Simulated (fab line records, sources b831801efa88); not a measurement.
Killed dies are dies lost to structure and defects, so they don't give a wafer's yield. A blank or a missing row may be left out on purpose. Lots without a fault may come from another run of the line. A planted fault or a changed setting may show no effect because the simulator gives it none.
A struck lot beside a sound one | flow sky130 | 43 steps out of a route of 708
Sound: wafers L811.2, L811.3, L811.5. Struck: wafers L821.1, L821.3, L821.4. The cause comes at the end.
At each step with rows: each side's tool, then ch and its chambers, then its first start. Under that, the readings that differ: sound wafers | struck wafers | difference of the means | sigmas: that difference in standard deviations of wafers without a fault.
alike: readings whose means differ by less than 2 such deviations, and words and numbers that are the same on both sides. not compared: withheld readings, readings that some wafer has no value for, bounds like >300 that may hide the same value, and numbers for which the record gives no deviation and whose values overlap.
The two part at a step that has a row with sigmas, a row that says differs or no value, or rows on one side only. Numbers that don't overlap but have no deviation are shown without sigmas and don't part them. A reading that every wafer of one side lacks parts them only if that side has two wafers or more.

first, 4 steps without rows for these wafers: SKY_CONTACT_SOFTBAKE_10 (time 90 s); SKY_CONTACT_EXPOSE_11 (exposes mask CTM1, target cd 170 nm); SKY_CONTACT_PEB_12; SKY_CONTACT_DEVELOP_13 (develop time 58.78 s).
SKY_CONTACT_CD_MEAS_14: target cd 170 nm.
  sound on cd_sem-02, day 31 17:08; struck on cd_sem-02, day 35 00:13
  alike: cd_nm
SKY_CONTACT_OVL_MEAS_15:
  sound on overlay-02, day 31 17:14; struck on overlay-02, day 35 00:20
  alike: CONTACT_OVL
then, 3 steps without rows for these wafers: SKY_CONTACT_ETCH_16 (etches BARC in N2/H2, stops on SiO2, time 45.9 s, target depth 60 nm); SKY_CONTACT_ETCH_17 (etches SiO2 in C4F8/O2/Ar, stops on Si3N4, target depth 340 nm); SKY_CONTACT_ETCH_18 (etches Si3N4 in CHF3/O2, stops on TiN, time 39 s, target depth 75 nm).
SKY_CONTACT_STRIP_19: strips in O2/N2.
  sound on plasma_asher-03 ch 0,1, day 31 17:25; struck on plasma_asher-01 ch 0,1, day 35 00:31
  alike: chamber_pressure_mTorr, drypump_motor_current_A, oes_product_au, strip_time_to_endpoint_s
  not compared: rf_hours_counter_h
then, 2 steps without rows for these wafers: SKY_CONTACT_STRIP_20 (strips in post etch residue remover, time 1200 s); SKY_CONTACT_CLEAN_21 (cleans in IPA, time 180 s).
SKY_CONTACT_CLEAN_22: cleans in O3/DIW.
  sound on wet_bench-02 ch 2, day 31 18:15; struck on wet_bench-03 ch 0, day 35 01:02
SKY_CONTACT_SPUTTER_23: material TiN, target thk 20 nm, time 80 s.
  sound on pvd_sputter-01, day 31 18:20; struck on pvd_sputter-01, day 35 01:08
  alike: throttle_valve_pct
SKY_CONTACT_CVD_24: deposits W, target thk 340 nm, time 102.12 s.
  sound on cvd_w-01 ch 0,1, day 31 18:24; struck on cvd_w-02 ch 0,1, day 35 01:12
  alike: heater_power_w
  not compared: since_wet_clean_h
SKY_CONTACT_RS_MEAS_25: measures by four-point-probe.
  sound on film_metro-02, day 31 18:32; struck on film_metro-01, day 35 01:19
  reading               | sound             | struck            | difference | sigmas
  CONTACT_W_RS (ohm/sq) | 0.345 0.343 0.344 | 0.319 0.337 0.321 | -0.018     | -2
SKY_CONTACT_THK_MEAS_26: measures by xrf.
  sound on film_metro-02, day 31 18:38; struck on film_metro-01, day 35 01:26
  alike: CONTACT_W_THK
then, 3 steps without rows for these wafers: SKY_CONTACT_CMP_27 (polishes, stops on SiO2, t overpolish 15 s, target thk 0 nm); SKY_METAL1_SPUTTER_00 (material Ti, target thk 15 nm, time 10 s); SKY_METAL1_SPUTTER_01 (material TiN, target thk 20 nm, time 16.7 s).
SKY_METAL1_SPUTTER_02: material AlCu, target thk 250 nm, time 13.3 s.
  sound on pvd_sputter-02, day 31 19:02; struck on pvd_sputter-02, day 35 01:50
  alike: throttle_valve_pct
then, 2 steps without rows for these wafers: SKY_METAL1_SPUTTER_03 (material Ti, target thk 5 nm, time 3.3 s); SKY_METAL1_SPUTTER_04 (material TiN, target thk 70 nm, time 58.3 s).
SKY_METAL1_RS_MEAS_05: measures by four-point-probe.
  sound on film_metro-02, day 31 19:09; struck on film_metro-02, day 35 01:56
  alike: METAL1_ALCU_RS
SKY_METAL1_THK_MEAS_06: measures by xrf.
  sound on film_metro-02, day 31 19:16; struck on film_metro-02, day 35 02:03
  alike: METAL1_ALCU_THK
then, 8 steps without rows for these wafers: SKY_METAL1_DEHYDRATE_07 (time 60 s); SKY_METAL1_HMDS_08 (prime time 60 s); SKY_METAL1_COAT_09 (resist thk 60 nm); SKY_METAL1_COAT_10 (resist thk 450 nm); SKY_METAL1_SOFTBAKE_11 (time 90 s); SKY_METAL1_EXPOSE_12 (exposes mask MM1, target cd 140 nm); SKY_METAL1_PEB_13; SKY_METAL1_DEVELOP_14 (develop time 60 s).
SKY_METAL1_CD_MEAS_15: target cd 140 nm.
  sound on cd_sem-02, day 32 21:27; struck on cd_sem-01, day 36 04:37
  alike: cd_nm
SKY_METAL1_OVL_MEAS_16:
  sound on overlay-01, day 32 21:34; struck on overlay-02, day 36 04:44
  alike: METAL1_OVL
then, 1 step without rows for these wafers: SKY_METAL1_DESCUM_17 (chemistry O2, time 8 s).
SKY_METAL1_ETCH_18: etches BARC in N2/H2, stops on SiO2, time 45.9 s, target depth 60 nm.
  sound on rie_metal-02 ch 0, day 32 21:40; struck on rie_metal-02 ch 0,1, day 36 04:49
  alike: chamber_pressure_mTorr, drypump_motor_current_A, oes_product_au, throttle_valve_pct
  not compared: rf_hours_counter_h
then, 5 steps without rows for these wafers: SKY_METAL1_METAL_ETCH_19 (etches the open film in Cl2/BCl3, stops on SiO2, target depth 360 nm, time 78 s); SKY_METAL1_STRIP_20 (strips in O2/N2); SKY_METAL1_STRIP_21 (strips in post etch residue remover, time 1200 s); SKY_METAL1_CLEAN_22 (cleans in IPA, time 180 s); SKY_METAL1_CLEAN_23 (cleans in O3/DIW).
-- the record jumps here: 12 days lie between the struck wafers' starts before and after (it left off in module METAL1 and takes up again in module PAD_OPEN, whose first step shown is number 708 of the route) --
SKY_PAD_OPEN_PROBE_99:
  sound on prober-02, day 46 01:16; struck on prober-02, day 48 08:14
  reading            | sound    | struck                                                                     | difference                   | sigmas
  hold               | - - -    | await_dispo/3.3h/release await_dispo/3.3h/release await_dispo/3.3h/release | no value on the sound wafers |
  killed_at_contacts | 30 17 25 | 86 90 83                                                                   | +62                          | +12
  killed_dies        | 94 93 74 | 131 165 136                                                                | +57                          | +6
  alike: killed_at_M0_to_M3, killed_at_M4_up, killed_at_front_end, killed_at_other, killed_open, killed_short

WHERE THEY PART
First at SKY_CONTACT_RS_MEAS_25; last, within this record, at SKY_PAD_OPEN_PROBE_99.

WHY: what the simulator had put in
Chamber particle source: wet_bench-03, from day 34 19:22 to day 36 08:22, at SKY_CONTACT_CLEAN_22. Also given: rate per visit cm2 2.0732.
